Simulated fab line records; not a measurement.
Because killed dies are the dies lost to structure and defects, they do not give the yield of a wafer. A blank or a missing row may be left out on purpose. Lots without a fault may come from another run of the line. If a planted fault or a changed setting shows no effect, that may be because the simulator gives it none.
Struck lot and sound lot, side by side | flow sfq-line | 28 out of 325 route steps
Sound: the wafers L517.1, L517.4, L517.5. Struck: wafer L518.4. (L518.2 of the same lot was not struck and is left out.) The cause comes at the end.
Order at every step that has rows: each side's tool, ch and its chambers, its first start. Under that, the readings that differ: sound wafers | struck wafers | difference of the means | sigmas: that difference in standard deviations of wafers without a fault.
alike: words and numbers the same on both sides, and readings whose means are apart by under 2 such deviations; not compared: readings that were withheld, readings missing a value for some wafer, numbers with overlapping values and no deviation given by the record, and bounds like >300 which may hide the same value.
A row with sigmas, a row that says differs or no value, or rows on one side alone: a step with any of these is where the two part. When numbers do not overlap yet have no deviation, they are printed without sigmas and do not part them. A reading that every wafer of one side lacks parts them only if that side has two wafers or more.

first, 6 steps without rows for these wafers: SFQ_TRILAYER_M0_LITHO_COAT_026 (resist thk 62 nm); SFQ_TRILAYER_M0_LITHO_COAT_021 (resist thk 600 nm); SFQ_TRILAYER_M0_LITHO_SOFTBAKE_025; SFQ_TRILAYER_M0_LITHO_EXPOSE_022 (exposes mask M0, target cd 500 nm); SFQ_TRILAYER_M0_LITHO_PEB_024 (peb time 60 s); SFQ_TRILAYER_M0_LITHO_DEVELOP_023 (time 60 s).
SFQ_M0_OVL_MEAS_906:
  struck on overlay-02, day 15 11:53; sound on overlay-01, day 15 07:05
  alike: M0_OVL
SFQ_TRILAYER_M0_BARC_OPEN_METAL_ETCH_031: etches BARC in O2, target depth 125 nm, time 41.7 s.
  sound on rie-metal-01 ch 0,1, day 15 07:07; struck on rie-metal-03 ch 1, day 15 11:55
  alike: drypump-motor-current-A, oes-product-au
  not compared: rf-hours-counter-h
SFQ_TRILAYER_M0_ETCH_METAL_ETCH_024: etches Nb in Cl2/Ar, stops on SiO2, target depth 240 nm, time 120 s.
  sound on rie-metal-01 ch 0,1, day 15 07:11; struck on rie-metal-03 ch 1, day 15 11:59
  alike: drypump-motor-current-A, oes-product-au
  not compared: rf-hours-counter-h
then, 2 steps without rows for these wafers: SFQ_TRILAYER_M0_STRIP_STRIP_025 (strips in O2); SFQ_TRILAYER_M0_STRIP_SOLV_CLEAN_026 (cleans in NMP, time 600 s).
SFQ_TRILAYER_I0_DEP_PECVD_027: deposits SiO2 from SiH4/N2O, time 111.11 s, target thk 500 nm.
  sound on pecvd-04 ch 0,1, day 15 08:05; struck on pecvd-02 ch 1, day 15 13:06
  alike: heater-power-outer-w, heater-power-w, throttle-valve-pct
SFQ_TRILAYER_I0_CMP_CMP_028: polishes SiO2.
  sound on cmp-01 ch 0,2, day 15 15:01; struck on cmp-02 ch 1, day 15 17:38
  reading                                             | sound             | struck | difference | sigmas
  motor-current-A (A)                                 | 9.9 9.8 9.6       | 14.4   | +4.6       | +3
  model.SiO2_of_TRILAYER_I0_DEP_PECVD_027.thk-nm (nm) | 198.4 199.6 199.8 | 184.8  | -14.5      |
  alike: platen-rpm, time-to-endpoint-s
SFQ_I0_BOW_MEAS_907:
  struck on film-metro-02, day 15 20:39; sound on film-metro-04, day 15 17:31
  alike: I0_BOW
SFQ_TRILAYER_I0_METRO_MEASURE_029:
  struck on film-metro-02, day 15 20:57; sound on film-metro-04, day 15 17:38
  reading     | sound             | struck | difference | sigmas
  thk-nm (nm) | 198.4 199.5 199.7 | 184.9  | -14.3      | -14
then, 6 steps without rows for these wafers: SFQ_TRILAYER_I0_VIA_LITHO_COAT_036 (resist thk 62 nm); SFQ_TRILAYER_I0_VIA_LITHO_COAT_031 (resist thk 650 nm); SFQ_TRILAYER_I0_VIA_LITHO_SOFTBAKE_035; SFQ_TRILAYER_I0_VIA_LITHO_EXPOSE_032 (exposes mask I0, target cd 500 nm); SFQ_TRILAYER_I0_VIA_LITHO_PEB_034 (peb time 60 s); SFQ_TRILAYER_I0_VIA_LITHO_DEVELOP_033 (time 60 s).
-- the record jumps here: 5 days lie between the struck wafers' starts before and after --
SFQ_I0_OVL_MEAS_908:
  struck on overlay-02, day 21 00:17; sound on overlay-02, day 20 23:04
  alike: I0_OVL
SFQ_TRILAYER_I0_VIA_BARC_OPEN_VIA_ETCH_046: etches BARC in O2, target depth 125 nm, time 41.7 s.
  sound on rie-diel-04 ch 0,1,3, day 20 23:07; struck on rie-diel-02 ch 2, day 21 00:19
  alike: drypump-motor-current-A, oes-product-au
  not compared: rf-hours-counter-h
SFQ_TRILAYER_I0_VIA_ETCH_VIA_ETCH_034: etches SiO2 in CHF3, stops on Nb, target depth 260 nm.
  sound on rie-diel-04 ch 0,1,3, day 20 23:09; struck on rie-diel-02 ch 2, day 21 00:21
  reading                        | sound             | struck | difference | sigmas
  oes-product-au (a.u.)          | 0.849 0.849 0.858 | 0.817  | -0.035     | -7
  model.I0.feature-depth-nm (nm) | 198.4 199.6 199.8 | 184.8  | -14.5      |
  model.etch.depth-nm (nm)       | 198.4 199.6 199.8 | 184.8  | -14.5      |
  alike: drypump-motor-current-A
SFQ_TRILAYER_I0_VIA_STRIP_STRIP_035: strips in O2.
  sound on rie-metal-01 ch 0,1, day 20 23:16; struck on rie-metal-04 ch 1, day 21 00:28
  alike: drypump-motor-current-A, oes-product-au
  not compared: rf-hours-counter-h
then, 1 step without rows for these wafers: SFQ_TRILAYER_I0_VIA_STRIP_SOLV_CLEAN_036 (cleans in NMP, time 600 s).
SFQ_TRILAYER_M1_DEP_PRE_CLEAN_038: time 22.5 s.
  struck on pvd-sputter-03, day 21 01:15; sound on pvd-sputter-05, day 21 00:13
  reading                                             | sound             | struck | difference | sigmas
  model.SiO2_of_TRILAYER_I0_DEP_PECVD_027.thk-nm (nm) | 190.9 192.1 192.3 | 177.3  | -14.5      |
then, 1 step without rows for these wafers: SFQ_TRILAYER_M1_DEP_SPUTTER_037 (material Nb, target thk 200 nm, time 133.3 s).

== WHERE THEY PART ==
First at SFQ_TRILAYER_I0_CMP_CMP_028; last, within this record, at SFQ_TRILAYER_I0_VIA_ETCH_VIA_ETCH_034. Later steps at which nothing parts them and some readings are alike: SFQ_TRILAYER_I0_VIA_STRIP_STRIP_035.

WHY: what the simulator had put in
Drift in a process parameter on cmp-02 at SFQ_TRILAYER_I0_CMP_CMP_028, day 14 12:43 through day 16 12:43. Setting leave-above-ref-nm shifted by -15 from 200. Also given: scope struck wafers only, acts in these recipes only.
